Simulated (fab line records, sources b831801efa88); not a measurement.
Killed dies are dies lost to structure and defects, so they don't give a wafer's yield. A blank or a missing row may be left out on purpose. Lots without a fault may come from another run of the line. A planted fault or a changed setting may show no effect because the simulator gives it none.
Which tool did it? | flow sky130 | 6 lots, 18 wafers sampled, at 2 steps of a route of 708

WHAT THE GAUGES READ, wafer by wafer
SKY_LI_CONTACT_CD_MEAS_12: target cd 170 nm.
lot  | measured     | on        | cd_nm (nm)
L111 | day 29 12:10 | cd_sem-01 | 172.7 173.4 171.0
L113 | day 30 23:48 | cd_sem-01 | 173.4 171.6 172.2
L115 | day 31 08:25 | cd_sem-01 | 168.1 168.8 168.4
L118 | day 32 04:35 | cd_sem-01 | 168.0 169.6 169.2
L129 | day 35 09:00 | cd_sem-01 | 164.8 164.9 164.3
L131 | day 36 13:04 | cd_sem-02 | 170.9 171.0 171.8

WHICH TOOL RAN EACH LOT (tool, then ch and the chambers of the sampled wafers, then the start)
lot  | SKY_LI_CONTACT_DEVELOP_11
L111 | litho_track-03 ch 0, day 29 12:00
L113 | litho_track-01 ch 0, day 30 23:00
L115 | litho_track-02 ch 0, day 31 08:00
L118 | litho_track-03 ch 0, day 32 04:00
L129 | litho_track-01 ch 0, day 35 08:00
L131 | litho_track-02 ch 0, day 36 12:00
- SKY_LI_CONTACT_DEVELOP_11: develop time 60 s.

THE ANSWER, worked out from the rows above alone
Rule: what is usual is taken from the lots themselves. Put in order of their means at a reading, lots are off if they are a third of the lots or fewer, leave a main group of 4 or more, and stand apart from it by a gap of 3 or more times the standard deviation of the main group's means; of several such gaps the widest counts. A main group whose means are all the same, to the digits that the tables above print for the reading, isn't used. A lot without any number at a reading at which 4 lots or more have one is off too. The other lots that the step has rows for count as sound.
No lot is off at any reading shown: from this, nothing can be told.

WHAT THE SIMULATOR HAD PUT IN
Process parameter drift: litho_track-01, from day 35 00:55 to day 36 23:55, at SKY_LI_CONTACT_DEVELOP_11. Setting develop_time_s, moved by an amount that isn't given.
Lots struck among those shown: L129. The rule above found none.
